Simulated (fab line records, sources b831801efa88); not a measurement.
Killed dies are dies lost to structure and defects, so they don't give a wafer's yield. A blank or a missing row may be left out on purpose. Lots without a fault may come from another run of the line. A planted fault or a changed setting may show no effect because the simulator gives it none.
One fault seen from 2 desks | flow sky130 | each desk has only its own numbers; what lay behind them comes last

THE TOOL OWNER'S DESK: plasma_asher-03
The tool's own readings at SKY_POLY_GATE_STRIP_18 (strips in O2/N2): means of the sampled wafers that have a number, for each lot that ran on this tool. A lot is out of limits, marked OUT, if its mean lies more than 4 standard deviations from the usual mean; the brackets give that distance.
Columns: A = chamber_pressure_mTorr at SKY_POLY_GATE_STRIP_18, usual 1499.8 mTorr; B = drypump_motor_current_A at SKY_POLY_GATE_STRIP_18, usual 5.4 A; C = oes_product_au at SKY_POLY_GATE_STRIP_18, usual 0.361 a.u.; D = strip_time_to_endpoint_s at SKY_POLY_GATE_STRIP_18, usual 3.17 s
lot  | first seen here | A      | B   | C     | D
L789 | day 17 01:46    | 1500.5 | 5.1 | 0.364 | 3.13
L790 | day 17 23:41    | 1500.9 | 5.1 | 0.361 | 3.17
L795 | day 19 05:52    | 1499.1 | 5.0 | 0.362 | 3.19
L800 | day 21 04:12    | 1499.3 | 5.1 | 0.359 | 3.16
This desk's finding: nothing out of limits on any of the 4 lots.

THE METROLOGY DESK
What the gauges read, lot by lot, whatever tool the lot ran on: means of the sampled wafers that have a number. A lot is out of limits, marked OUT, if its mean lies more than 4 standard deviations from the usual mean; the brackets give that distance.
Columns: A = METAL4_OVL at SKY_METAL4_OVL_MEAS_14, usual -8 nm; B = VIA4_OVL at SKY_VIA4_OVL_MEAS_11, usual -0.8 nm; C = VIA4_W_RS at SKY_VIA4_RS_MEAS_19, usual 0.2247 ohm/sq
lot  | first seen here | A   | B    | C
L787 | day 41 18:59    | -15 | 0.1  | 0.2245
L789 | day 42 05:50    | -14 | 0.3  | 0.2217
L790 | day 43 03:40    | -4  | -0.5 | 0.2262
L791 | day 43 04:54    | -8  | -0.9 | 0.2240
L792 | day 43 08:05    | -12 | -2.1 | 0.2263
L795 | day 43 22:02    | -11 | -2.0 | 0.2254
L796 | day 44 09:57    | -5  | -0.8 | 0.2269
L798 | day 44 20:54    | -14 | -0.2 | 0.2251
L800 | day 45 10:44    | -7  | -1.3 | 0.2237
L803 | day 46 14:26    | -10 | -0.6 | 0.2254
L808 | day 47 10:25    | -15 | -1.4 | 0.2238
L809 | day 47 21:03    | 1   | 0.5  | 0.2278
L810 | day 47 21:46    | -2  | -2.9 | 0.2254
This desk's finding: nothing out of limits on any of the 13 lots.

PUT TOGETHER
The tool owner's desk saw nothing out of limits.
The metrology desk saw nothing out of limits.

WHAT THE SIMULATOR HAD PUT IN
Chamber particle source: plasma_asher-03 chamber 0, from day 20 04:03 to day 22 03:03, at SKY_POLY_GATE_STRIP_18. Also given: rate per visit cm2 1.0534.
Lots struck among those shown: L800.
